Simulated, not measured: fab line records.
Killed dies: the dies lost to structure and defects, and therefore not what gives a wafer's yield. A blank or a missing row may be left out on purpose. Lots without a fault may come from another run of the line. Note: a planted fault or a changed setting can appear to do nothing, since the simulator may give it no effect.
Code-filled problem report in 8D (eight disciplines) form ; flow sky130 ; the parts of the form that need people (team, actions taken, sign-off) are left out

== 1. PROBLEM STATEMENT ==
n2 flow sccm at SKY_LDD_HVN_STRIP_09 reads a mean of 240.9 sccm on 4 wafers of 2 lots; wafers without a fault read 300.1 sccm with a standard deviation of 0.92. Relative to the usual mean, that is a shift of -64 standard deviations.
The step: strips in O2/N2.
First seen on wafer L614.4, day 25 14:56, on plasma asher-01. The record has a number at this step for 36 wafers belonging to 12 lots. Rule for "out", or "out of limits": more than 4 standard deviations from the usual mean. All remaining wafers that have a number are taken as sound.

== 2. WHAT IT IS, WHAT IT ISN'T ==
question;is;is not
which readings at this step;n2 flow sccm;drypump motor current A, oes product au
which lots;L614, L615;L600, L602, L603, L604, L606, L607, L608, L611, L618, L623
which wafers of those lots;L614.4, L614.6, L615.3, L615.6;L614.5, L615.1
read on which tools;plasma asher-01;plasma asher-02, plasma asher-03
when;from day 25 14:56;"up to then (25 sound wafers); but 7 sound wafers of L615, L618, L623 came after"

== 3. WHAT RULES OUT EACH SUSPECT ==
Counting: any tool at a process step up to the reading remains a suspect provided it ran every lot that is out. Sound lots after the first of them don't rule it out here, since some wafers of a struck lot are sound.
- plasma asher-01 at SKY_LDD_HVN_STRIP_09 (strips in O2/N2): kept. It processed each lot that is out (first: L614, day 25 14:56); up to then, its last sound lot is L611 (day 24 17:14). Out on those wafers are its own readings of n2 flow sccm.
- The sound lot-mates ran in chamber 1 of plasma asher-01 at SKY_LDD_HVN_STRIP_09, but the wafers that are out ran in chamber 0.
Remaining after the count: plasma asher-01 at SKY_LDD_HVN_STRIP_09.

== 4. THE CAUSE (what the simulator had put in) ==
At SKY_LDD_HVN_STRIP_09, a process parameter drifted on plasma asher-01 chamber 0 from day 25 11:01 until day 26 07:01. A move of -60 in setting n2 flow sccm, from 300. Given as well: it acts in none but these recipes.
Only this tool survived the counting.

== 5. SEQUENCE OF EFFECTS, ordered by route ==
Each row: a reading whose mean over the struck wafers that have a number lies more than 3 standard deviations from the usual. Scope: only readings with a usual standard deviation given in the record; hours: median across lots of the time from each lot's start at the first step in this table that gives one to its start at this step; sigmas: change in usual standard deviations.
hours;step;reading;usual;on struck wafers;change;sigmas
0;SKY_LDD_HVN_STRIP_09;n2 flow sccm;300.1 sccm;240.9;-59.2;-64
Here are the process steps it includes:
- SKY_LDD_HVN_STRIP_09: strips in O2/N2.

== 6. HOW IT WOULD HAVE BEEN CAUGHT EARLIER ==
In this record the first reading out of limits was taken at day 25 14:56, 4 hours after the fault began at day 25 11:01.
